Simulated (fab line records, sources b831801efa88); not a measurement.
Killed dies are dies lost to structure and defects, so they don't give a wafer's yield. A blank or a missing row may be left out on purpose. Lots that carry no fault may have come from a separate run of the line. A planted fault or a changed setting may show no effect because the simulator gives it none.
Which tool was responsible? -- flow gf180mcu -- at 1 step of a route of 602, 13 lots with 39 wafers sampled

## WHAT EACH GAUGE READ, for each wafer
GF_VT_IMPLANT_OVL_MEAS_07. Usual: VT_IMPLANT_OVL 0.3 nm, standard deviation 1.3.
lot,measured,on,VT_IMPLANT_OVL (nm),flag
L766,day 6 14:11,overlay-02,0.8 0.4 -0.9,
L767,day 6 17:18,overlay-01,1.3 1.0 -1.0,
L768,day 7 04:32,overlay-01,-0.2 0.6 2.8,
L769,day 7 04:50,overlay-02,1.3 -0.3 1.6,
L770,day 7 15:44,overlay-02,0.9 -1.5 -2.3,
L772,day 7 20:31,overlay-01,0.0 -0.4 -0.5,
L776,day 8 22:56,overlay-02,0.2 -0.6 -0.4,
L779,day 9 15:18,overlay-02,1.4 2.0 1.2,
L780,day 9 22:53,overlay-01,-0.2 -0.2 2.2,
L781,day 10 03:56,overlay-01,2.2 -0.3 -1.0,
L783,day 10 17:59,overlay-02,0.6 1.1 1.1,
L784,day 11 00:26,overlay-02,-0.7 -1.3 -2.8,
L785,day 11 08:17,overlay-02,0.0 0.2 0.6,

## WHAT TOOL EACH LOT RAN ON (gives the tool, then ch and the chambers of the sampled wafers, and finally the start)
No process step before these readings appears in the record.

## WHAT THE TOOLS THEMSELVES READ (means of the sampled wafers that have a number; where no wafer has one, the mark that the record gives instead)
The record holds no such reading with a usual standard deviation.

## THE ANSWER, worked out from the rows above alone
Rule: a lot is off if the mean of its wafers that have a number lies more than 3 standard deviations from the usual mean. A lot without any number at a reading at which 4 lots or more have one is off too. All remaining lots with rows at the step are treated as sound. After the gauges, taken in route order, come the tools' own readings; for these a lot's mean is taken, as printed above. At the first step where some lot is off, the reading lying furthest off is the one used; lots without a number count as furthest.
Across all readings shown, no lot is off: no conclusion can be drawn from this.

## WHAT WAS PUT IN BY THE SIMULATOR
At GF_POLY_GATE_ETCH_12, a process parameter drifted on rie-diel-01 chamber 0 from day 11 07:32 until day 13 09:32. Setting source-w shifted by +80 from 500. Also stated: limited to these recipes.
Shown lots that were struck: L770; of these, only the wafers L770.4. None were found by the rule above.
